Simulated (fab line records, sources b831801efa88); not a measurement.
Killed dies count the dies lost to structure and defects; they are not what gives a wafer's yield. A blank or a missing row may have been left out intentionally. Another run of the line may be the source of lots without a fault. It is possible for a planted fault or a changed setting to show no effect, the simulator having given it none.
A struck lot beside a sound one + flow sfq_line + 21 out of 325 route steps
Sound: the wafers L625.1, L625.2, L625.5. Wafers struck: L630.3, L630.4, L630.6. At the end, the cause is stated.
Per side, at each step with rows, come the tool, then ch with its chambers, and then its first start. Under that, the readings that differ: sound wafers + struck wafers + difference of the means + sigmas: that difference in standard deviations of wafers without a fault.
alike: readings with means less than 2 such deviations apart, plus words and numbers identical on both sides. not compared: withheld readings, readings lacking a value on some wafer, bounds such as >300 that could conceal the same value, and numbers that have no deviation in the record and whose values overlap.
A row with sigmas, a row that says differs or no value, or rows on one side alone: a step with any of these is where the two part. Numbers that don't overlap but have no deviation are shown without sigmas and don't part them. Lack of a reading on every wafer of one side parts them only where that side has two or more wafers.

first, 2 steps without rows for these wafers: SFQ_TRILAYER_M0_LITHO_PEB_024 (peb time 60 s); SFQ_TRILAYER_M0_LITHO_DEVELOP_023 (time 60 s).
SFQ_M0_OVL_MEAS_906:
  sound on overlay-02 at day 16 12:39; struck on overlay-02 at day 17 15:04
  alike: M0_OVL
SFQ_TRILAYER_M0_BARC_OPEN_METAL_ETCH_031: etches BARC in O2, target depth 125 nm, time 41.7 s.
  sound on rie_metal-01 ch 0,1, day 16 12:41; struck on rie_metal-04 ch 0,1, day 17 15:06
  alike: drypump_motor_current_A, oes_product_au
  not compared: rf_hours_counter_h
SFQ_TRILAYER_M0_ETCH_METAL_ETCH_024: etches Nb in Cl2/Ar, stops on SiO2, target depth 240 nm, time 120 s.
  sound on rie_metal-01 ch 0,1, day 16 12:44; struck on rie_metal-04 ch 0,1, day 17 15:11
  alike: drypump_motor_current_A, oes_product_au
  not compared: rf_hours_counter_h
then, 3 steps without rows for these wafers: SFQ_TRILAYER_M0_STRIP_STRIP_025 (strips in O2); SFQ_TRILAYER_M0_STRIP_SOLV_CLEAN_026 (cleans in NMP, time 600 s); SFQ_TRILAYER_I0_DEP_PECVD_027 (deposits SiO2 from SiH4/N2O, time 111.11 s, target thk 500 nm).
SFQ_TRILAYER_I0_CMP_CMP_028: polishes SiO2.
  sound on cmp-02 ch 0,1, day 16 13:43; struck on cmp-01 ch 1,2,3, day 17 17:10
  alike: motor_current_A, retaining_ring_pressure_frac, time_to_endpoint_s
SFQ_I0_BOW_MEAS_907:
  sound on film_metro-02 at day 16 16:43; struck on film_metro-01 at day 17 19:12
  alike: I0_BOW
SFQ_TRILAYER_I0_METRO_MEASURE_029:
  sound on film_metro-02 at day 16 16:50; struck on film_metro-01 at day 17 19:41
  alike: thk_nm
then, 1 step without rows for these wafers: SFQ_TRILAYER_I0_VIA_LITHO_COAT_036 (resist thk 62 nm).
SFQ_TRILAYER_I0_VIA_LITHO_COAT_031: resist thk 650 nm.
  sound on litho_track-01 ch 0, day 16 18:20; struck on litho_track-04 ch 0, day 17 20:53
| reading                                                 | sound             | struck            | difference | sigmas |
|---------------------------------------------------------|-------------------|-------------------|------------|--------|
| model.KrF_of_TRILAYER_I0_VIA_LITHO_COAT_031.thk_nm (nm) | 645.7 649.3 647.5 | 676.6 678.5 677.2 | +29.9      |        |
then, 4 steps without rows for these wafers: SFQ_TRILAYER_I0_VIA_LITHO_SOFTBAKE_035; SFQ_TRILAYER_I0_VIA_LITHO_EXPOSE_032 (exposes mask I0, target cd 500 nm); SFQ_TRILAYER_I0_VIA_LITHO_PEB_034 (peb time 60 s); SFQ_TRILAYER_I0_VIA_LITHO_DEVELOP_033 (time 60 s).
-- the record jumps here: 6 days lie between the struck wafers' starts before and after --
SFQ_I0_OVL_MEAS_908:
  sound on overlay-01 at day 22 11:15; struck on overlay-01 at day 24 05:23
  alike: I0_OVL
SFQ_TRILAYER_I0_VIA_BARC_OPEN_VIA_ETCH_046: etches BARC in O2, target depth 125 nm, time 41.7 s.
  sound on rie_diel-01 ch 0,2,3, day 22 11:17; struck on rie_diel-02 ch 0,2,3, day 24 05:25
  alike: drypump_motor_current_A, oes_product_au
  not compared: rf_hours_counter_h
SFQ_TRILAYER_I0_VIA_ETCH_VIA_ETCH_034: etches SiO2 in CHF3, stops on Nb, target depth 260 nm.
  sound on rie_diel-01 ch 0,2,3, day 22 11:19; struck on rie_diel-02 ch 0,2,3, day 24 05:27
| reading                                                 | sound             | struck            | difference | sigmas |
|---------------------------------------------------------|-------------------|-------------------|------------|--------|
| model.KrF_of_TRILAYER_I0_VIA_LITHO_COAT_031.thk_nm (nm) | 526.4 528.4 527.6 | 553.7 558.3 555.4 | +28.3      |        |
  alike: drypump_motor_current_A, oes_product_au
then, 1 step without rows for these wafers: SFQ_TRILAYER_I0_VIA_STRIP_STRIP_035 (strips in O2).

## WHERE THEY PART
Nowhere in this record.

WHY: whatever the simulator had introduced
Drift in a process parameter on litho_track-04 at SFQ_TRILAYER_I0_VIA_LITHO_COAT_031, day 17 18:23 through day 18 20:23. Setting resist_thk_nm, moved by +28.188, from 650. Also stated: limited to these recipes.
